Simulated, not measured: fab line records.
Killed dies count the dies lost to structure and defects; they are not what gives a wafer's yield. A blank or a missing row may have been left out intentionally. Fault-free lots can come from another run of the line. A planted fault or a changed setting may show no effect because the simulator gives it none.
A lot that was struck, set against a sound lot + flow sky130 + 19 out of 708 route steps
Sound: wafers L780.1, L780.4, L780.6. Struck: wafers L790.1, L790.6. (L790.4 of the same lot was not struck and is left out.) The cause comes at the end.
Per side, at each step with rows, come the tool, then ch with its chambers, and then its first start. Under that, the readings that differ: sound wafers + struck wafers + difference of the means + sigmas: that difference in standard deviations of wafers without a fault.
alike: readings with means less than 2 such deviations apart, plus words and numbers identical on both sides. not compared: withheld readings, readings lacking a value on some wafer, bounds such as >300 that could conceal the same value, and numbers that have no deviation in the record and whose values overlap.
The two part at a step that has a row with sigmas, a row that says differs or no value, or rows on one side only. When numbers do not overlap yet have no deviation, they are printed without sigmas and do not part them. A reading missing from all wafers of one side parts the sides only when that side holds two or more wafers.

first, 1 step without rows for these wafers: SKY_VT_ADJUST_HVTP_DEVELOP_06 (develop time 60 s).
SKY_VT_ADJUST_HVTP_CD_MEAS_07 targets a cd of 380 nm.
  struck on cd sem-01, day 8 22:22; sound on cd sem-02, day 6 08:58
  alike: cd nm
SKY_VT_ADJUST_HVTP_OVL_MEAS_08:
  struck on overlay-02, day 8 22:29; sound on overlay-01, day 6 09:05
  alike: VT_ADJUST_HVTP_OVL
following that, these wafers have no rows for 1 step: SKY_VT_ADJUST_HVTP_IMPLANT_09.
SKY_VT_ADJUST_HVTP_STRIP_10: strips in O2/N2.
  sound on plasma asher-04 ch 0,1, day 6 09:17; struck on plasma asher-03 ch 0,1, day 8 22:40
| reading                     | sound       | struck  | difference | sigmas |
|-----------------------------|-------------|---------|------------|--------|
| drypump motor current A (A) | 6.0 6.0 5.5 | 5.1 5.1 | -0.7       | -2     |
  alike: chamber pressure mTorr, oes product au, strip time to endpoint s
  not compared: rf hours counter h
SKY_VT_ADJUST_HVTP_TW_MEAS_11:
  struck on film metro-02, day 8 22:46; sound on film metro-02, day 6 09:23
  alike: VT_ADJUST_HVTP_TW
then, 6 steps without rows for these wafers: SKY_VT_ADJUST_LVTN_DEHYDRATE_00 (time 60 s); SKY_VT_ADJUST_LVTN_HMDS_01 (prime time 60 s); SKY_VT_ADJUST_LVTN_COAT_02 (resist thk 3000 nm); SKY_VT_ADJUST_LVTN_SOFTBAKE_03; SKY_VT_ADJUST_LVTN_EXPOSE_04 (exposes mask NWM COMPLEMENT LESS NATIVE, target cd 840 nm); SKY_VT_ADJUST_LVTN_PEB_05.
SKY_VT_ADJUST_LVTN_DEVELOP_06: develop time 60 s.
  sound on litho track-03 ch 0, day 7 03:00; struck on litho track-03 ch 0, day 9 20:00
  alike: resist line temp C
SKY_VT_ADJUST_LVTN_OVL_MEAS_07:
  struck on overlay-02, day 9 20:13; sound on overlay-01, day 7 03:22
| reading                 | sound       | struck | difference                    | sigmas |
|-------------------------|-------------|--------|-------------------------------|--------|
| VT_ADJUST_LVTN_OVL (nm) | 1.0 1.0 1.1 | - -    | no value on the struck wafers |        |
following that, these wafers have no rows for 1 step: SKY_VT_ADJUST_LVTN_IMPLANT_08.
SKY_VT_ADJUST_LVTN_STRIP_09: strips in O2/N2.
  sound on plasma asher-02 ch 0,1, day 7 03:33; struck on plasma asher-02 ch 0,1, day 9 20:24
  alike: chamber pressure mTorr, drypump motor current A, oes product au, strip time to endpoint s
  not compared: rf hours counter h
SKY_VT_ADJUST_LVTN_TW_MEAS_10:
  struck on film metro-02, day 9 20:30; sound on film metro-02, day 7 03:39
| reading           | sound             | struck    | difference | sigmas      |
|-------------------|-------------------|-----------|------------|-------------|
| VT_ADJUST_LVTN_TW | 237.8 238.1 237.4 | 29.7 29.7 | -208.1     | -99 or more |
then, 1 step without rows for these wafers: SKY_VT_ADJUST_LVTN_DEHYDRATE_11 (time 60 s).
-- here the record skips 39 days between the struck wafers' starts before and after, leaving off in module VT_ADJUST_LVTN and picking up in module PAD_OPEN (first step shown: number 708 of the route) --
SKY_PAD_OPEN_PROBE_99:
  struck on prober-01, day 48 16:46; sound on prober-01, day 45 22:55
| reading             | sound    | struck  | difference | sigmas |
|---------------------|----------|---------|------------|--------|
| killed at front end | 14 8 11  | 421 421 | +410       | +87    |
| killed dies         | 77 97 85 | 492 492 | +406       | +44    |
| killed on rim       | 15 21 16 | 96 96   | +79        | +19    |
  alike: killed_at_M0_to_M3, killed_at_M4_up, killed at contacts, killed at other, killed open, killed short

## WHERE THEY PART
At SKY_VT_ADJUST_HVTP_STRIP_10 first; at SKY_PAD_OPEN_PROBE_99 last (within this record only).

WHY: the cause the simulator had injected
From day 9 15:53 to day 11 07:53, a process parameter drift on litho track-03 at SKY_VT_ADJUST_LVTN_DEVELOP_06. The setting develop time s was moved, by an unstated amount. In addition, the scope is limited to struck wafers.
